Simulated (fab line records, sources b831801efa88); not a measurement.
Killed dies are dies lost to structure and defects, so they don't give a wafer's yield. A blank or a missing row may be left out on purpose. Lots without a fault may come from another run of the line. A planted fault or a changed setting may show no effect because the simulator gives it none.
Chamber matching | flow sky130 | SKY_VIA2_CMP_24 on cmp-02: 4 sister chambers
The step polishes, stops on SiO2, t overpolish 20 s, target thk 0 nm. 7 wafers are shown with their chamber, then 7 later ones without.

WAFERS WITH THEIR CHAMBER
wafer  | chamber | motor_current_A (A) | time_to_endpoint_s (s)
L761.6 | 2       | 10.3                | 106
L768.3 | 0       | 12.2                | 94
L771.2 | 1       | 9.6                 | 99
L771.3 | 3       | 9.1                 | 107
L771.5 | 3       | 9.1                 | 108
L774.1 | 2       | 9.7                 | 99
L774.4 | 1       | 10.8                | 99

WAFERS WITHOUT THEIR CHAMBER
wafer  | motor_current_A (A) | time_to_endpoint_s (s)
L774.6 | 9.4                 | 105
L777.1 | 9.7                 | 102
L777.2 | 9.1                 | 103
L777.6 | 10.5                | 95
L778.1 | 10.5                | 101
L778.3 | 9.7                 | 102
L778.5 | 12.3                | 95

WHICH CHAMBER EACH WENT THROUGH
wafer  | from the rows above          | in truth
L774.6 | can't be placed: 3 or 2 or 1 | 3
L777.1 | can't be placed: 2 or 1 or 3 | 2
L777.2 | can't be placed: 3 or 2 or 1 | 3
L777.6 | can't be placed: 1 or 2 or 0 | 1
L778.1 | can't be placed: 1 or 2      | 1
L778.3 | can't be placed: 2 or 1 or 3 | 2
L778.5 | 0                            | 0
Placed correctly: 1 of 7. Can't be placed from these rows: 6 (the true chamber is among the candidates in 6). Placed wrongly: 0.
How it was worked out, from the rows above alone: a wafer's distance from a chamber is the root of the sum, over the readings, of the square of ((its reading less the chamber's mean) divided by the reading's scatter). The wafer belongs to the nearest chamber; if the next one is less than 2 further off, it can't be placed. A chamber's mean is the mean of its shown wafers. The scatter: the root of (the sum of the squares of (reading less its chamber's mean) over the shown wafers, divided by (wafers less chambers)).
